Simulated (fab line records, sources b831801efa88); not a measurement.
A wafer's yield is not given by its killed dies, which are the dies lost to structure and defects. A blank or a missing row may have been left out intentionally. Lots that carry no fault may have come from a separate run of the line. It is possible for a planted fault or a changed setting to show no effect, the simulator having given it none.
A lot that was struck, set against a sound lot / flow sky130 / 23 out of 708 route steps
Sound: wafers L866.2, L866.4, L866.6. Struck: wafers L873.1, L873.3, L873.5. The cause comes at the end.
Per side, at each step with rows, come the tool, then ch with its chambers, and then its first start. Under that, the readings that differ: sound wafers / struck wafers / difference of the means / sigmas: that difference in standard deviations of wafers without a fault.
alike: same words and numbers on both sides, and readings whose means sit less than 2 such deviations apart. not compared: any withheld reading, any reading some wafer has no value for, any bound like >300 that may hide the same value, and any number with overlapping values for which the record gives no deviation.
The two part at a step that has a row with sigmas, a row that says differs or no value, or rows on one side only. Numbers that don't overlap but have no deviation are shown without sigmas and don't part them. A reading missing from all wafers of one side parts the sides only when that side holds two or more wafers.

first, 6 steps without rows for these wafers: SKY_VT_ADJUST_LVTN_HMDS_12 (prime time 60 s); SKY_VT_ADJUST_LVTN_COAT_13 (resist thk 1140 nm); SKY_VT_ADJUST_LVTN_SOFTBAKE_14 (time 60 s); SKY_VT_ADJUST_LVTN_EXPOSE_15 (exposes mask HVN STD DERIVED, target cd 600 nm); SKY_VT_ADJUST_LVTN_PEB_16; SKY_VT_ADJUST_LVTN_DEVELOP_17 (develop time 60 s).
SKY_VT_ADJUST_LVTN_OVL_MEAS_18:
  sound: overlay-01 at day 8 07:25; struck: overlay-01 at day 10 20:28
  alike: VT_ADJUST_LVTN_01_OVL
next, for these wafers, 1 step has no rows: SKY_VT_ADJUST_LVTN_IMPLANT_19.
SKY_VT_ADJUST_LVTN_STRIP_20: strips in O2/N2.
  sound on plasmaAsher-01 ch 0,1, day 8 07:36; struck on plasmaAsher-04 ch 0,1, day 10 20:38
  alike: drypumpMotorCurrentA, oesProductAu, stripTimeToEndpointS
  not compared: rfHoursCounterH
SKY_VT_ADJUST_LVTN_TW_MEAS_21:
  sound: filmMetro-03 at day 8 07:43; struck: filmMetro-03 at day 10 20:44
  alike: VT_ADJUST_LVTN_2_TW
then, 2 steps without rows for these wafers: SKY_VT_ADJUST_NCORE_DEHYDRATE_00 (time 60 s); SKY_VT_ADJUST_NCORE_HMDS_01 (prime time 60 s).
SKY_VT_ADJUST_NCORE_COAT_02: resist thk 1140 nm.
  sound on lithoTrack-02 ch 0, day 8 18:23; struck on lithoTrack-04 ch 0, day 11 07:37
reading=spinSpeedRpm (rpm); sound=2999.9 2997.6 3001.1; struck=3340.2 3339.2 3338.2; difference=+339.7; sigmas=+99 or more
reading=model.NOVOLAK_of_VT_ADJUST_NCORE_COAT_02.thkNm (nm); sound=1140 1143 1139; struck=1085 1088 1083; difference=-55; sigmas=
then, 3 steps without rows for these wafers: SKY_VT_ADJUST_NCORE_SOFTBAKE_03 (time 60 s); SKY_VT_ADJUST_NCORE_EXPOSE_04 (exposes mask LVTN COMPLEMENT THIN, target cd 380 nm); SKY_VT_ADJUST_NCORE_PEB_05.
SKY_VT_ADJUST_NCORE_DEVELOP_06: develop time 60 s.
  sound on lithoTrack-04 ch 0, day 9 04:53; struck on lithoTrack-04 ch 0, day 11 19:10
reading=model.NOVOLAK_of_VT_ADJUST_NCORE_COAT_02.thkNm (nm); sound=1140 1142 1139; struck=1085 1087 1083; difference=-55; sigmas=
SKY_VT_ADJUST_NCORE_CD_MEAS_07 targets a cd of 380 nm.
  sound: cdSem-02 at day 9 05:02; struck: cdSem-02 at day 11 19:19
reading=cdNm (nm); sound=381.1 380.3 377.8; struck=384.2 385.8 384.7; difference=+5.2; sigmas=+2
SKY_VT_ADJUST_NCORE_OVL_MEAS_08:
  sound: overlay-02 at day 9 05:08; struck: overlay-01 at day 11 19:26
  alike: VT_ADJUST_NCORE_OVL
next, for these wafers, 1 step has no rows: SKY_VT_ADJUST_NCORE_IMPLANT_09.
SKY_VT_ADJUST_NCORE_STRIP_10: strips in O2/N2.
  sound on plasmaAsher-04 ch 0,1, day 9 05:19; struck on plasmaAsher-02 ch 0,1, day 11 19:37
reading=stripTimeToEndpointS (s); sound=14.19 14.21 14.18; struck=13.54 13.56 13.51; difference=-0.66; sigmas=-16
  alike: drypumpMotorCurrentA, oesProductAu
  not compared: rfHoursCounterH
SKY_VT_ADJUST_NCORE_TW_MEAS_11:
  sound: filmMetro-02 at day 9 05:25; struck: filmMetro-03 at day 11 19:43
  alike: VT_ADJUST_NCORE_TW
-- here the record skips 37 days between the struck wafers' starts before and after, leaving off in module VT_ADJUST_NCORE and picking up in module PAD_OPEN (first step shown: number 708 of the route) --
SKY_PAD_OPEN_PROBE_99:
  sound: prober-01 at day 46 10:52; struck: prober-01 at day 48 15:38
  alike: killed_at_M0_to_M3, killed_at_M4_up, killedAtContacts, killedAtFrontEnd, killedAtOther, killedDies, killedOnRim, killedOpen, killedShort

== WHERE THEY PART ==
At SKY_VT_ADJUST_NCORE_COAT_02 first; at SKY_VT_ADJUST_NCORE_STRIP_10 last (within this record only). Later steps at which nothing parts them and some readings are alike: SKY_VT_ADJUST_NCORE_TW_MEAS_11, SKY_PAD_OPEN_PROBE_99.

WHY: the cause the simulator had injected
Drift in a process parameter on lithoTrack-04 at SKY_VT_ADJUST_NCORE_COAT_02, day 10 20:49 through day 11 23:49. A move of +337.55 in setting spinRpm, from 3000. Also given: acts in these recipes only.
